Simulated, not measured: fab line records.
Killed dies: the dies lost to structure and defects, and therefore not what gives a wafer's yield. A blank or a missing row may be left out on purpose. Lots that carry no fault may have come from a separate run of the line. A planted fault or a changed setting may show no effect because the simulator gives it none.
Tool commonality check -- flow sky130 -- 42 wafers sampled across 14 lots

## WHY THIS WAS OPENED
At SKY_NWELL_RS_MEAS_29 the reading NWELL_RS is flagged on 2 of 14 lots. Fault-free wafers read 624.6 ohm/sq, with a standard deviation of 1.7.
Rule: flag the lot when none of its wafers has a number, or when each of its wafers that has one lies beyond 4 standard deviations from that mean. The rest of the lots are taken to be sound.

lot,measured,on,"NWELL_RS (ohm/sq), wafer by wafer",flag
L373,day 6 02:15,filmMetro-04,623.9 625.1 622.8,
L374,day 6 06:46,filmMetro-01,625.1 625.2 623.5,
L376,day 6 19:03,filmMetro-04,624.5 625.7 623.6,
L377,day 7 12:19,filmMetro-04,652.5 653.8 654.3,FLAGGED
L378,day 8 01:01,filmMetro-01,652.2 650.9 653.0,FLAGGED
L379,day 8 02:32,filmMetro-02,622.4 623.3 621.1,
L381,day 8 12:53,filmMetro-01,624.5 623.4 624.5,
L386,day 9 18:58,filmMetro-02,625.5 625.7 625.5,
L385,day 9 19:19,filmMetro-01,624.6 624.7 625.6,
L387,day 10 02:23,filmMetro-02,627.0 626.2 625.4,
L389,day 10 04:55,filmMetro-04,623.1 624.3 622.9,
L390,day 10 16:02,filmMetro-01,622.3 620.8 623.6,
L391,day 10 16:13,filmMetro-04,625.9 625.6 630.4,
L392,day 11 01:49,filmMetro-01,625.1 625.8 624.2,
The numbers of the flagged lots are 652.8 ohm/sq on average: +28.2 ohm/sq against the usual, or +17 standard deviations.

## LOT BY LOT: THE TOOL USED
The record holds 1 process step before the reading, out of a route of 708 steps. Cell contents, in order: the tool; ch with the chambers the sampled wafers went through; the start.
lot,flag,SKY_NWELL_IMPLANT_13
L373,,"implanter-04 ch 0, day 5 08:30"
L374,,"implanter-01 ch 0, day 5 12:43"
L376,,"implanter-01 ch 0, day 6 01:23"
L377,FLAGGED,"implanter-03, day 6 17:33"
L378,FLAGGED,"implanter-01, day 7 04:28"
L379,,"implanter-03 ch 0, day 7 05:32"
L381,,"implanter-04 ch 0, day 7 16:22"
L386,,"implanter-04 ch 0, day 8 20:39"
L385,,"implanter-01 ch 0, day 8 21:00"
L387,,"implanter-01 ch 0, day 9 04:20"
L389,,"implanter-04 ch 0, day 9 06:46"
L390,,"implanter-03 ch 0, day 9 17:32"
L391,,"implanter-04 ch 0, day 9 17:44"
L392,,"implanter-01 ch 0, day 10 02:33"
What is done by these steps:
- SKY_NWELL_IMPLANT_13
- SKY_NWELL_RS_MEAS_29: measures by four-point-probe.

## FLAGGED AGAINST TOTAL, ONE TOOL AT A TIME (gauges that did the reading follow at the end)
step,tool,lots run,flagged,share of the flagged lots,sound lots run after its first flagged lot
SKY_NWELL_IMPLANT_13,implanter-01,6,1,some,"3 (L385,L387,L392)"
SKY_NWELL_IMPLANT_13,implanter-03,3,1,some,"2 (L379,L390)"
SKY_NWELL_IMPLANT_13,implanter-04,5,0,none,-
SKY_NWELL_RS_MEAS_29,filmMetro-01,6,1,some,"4 (L381,L385,L390,L392)"
SKY_NWELL_RS_MEAS_29,filmMetro-02,3,0,none,-
SKY_NWELL_RS_MEAS_29,filmMetro-04,5,1,some,"2 (L389,L391)"

## WHAT THE TABLE ALLOWS
No row of the table ran every flagged lot.

## WHAT THE SIMULATOR HAD INSERTED
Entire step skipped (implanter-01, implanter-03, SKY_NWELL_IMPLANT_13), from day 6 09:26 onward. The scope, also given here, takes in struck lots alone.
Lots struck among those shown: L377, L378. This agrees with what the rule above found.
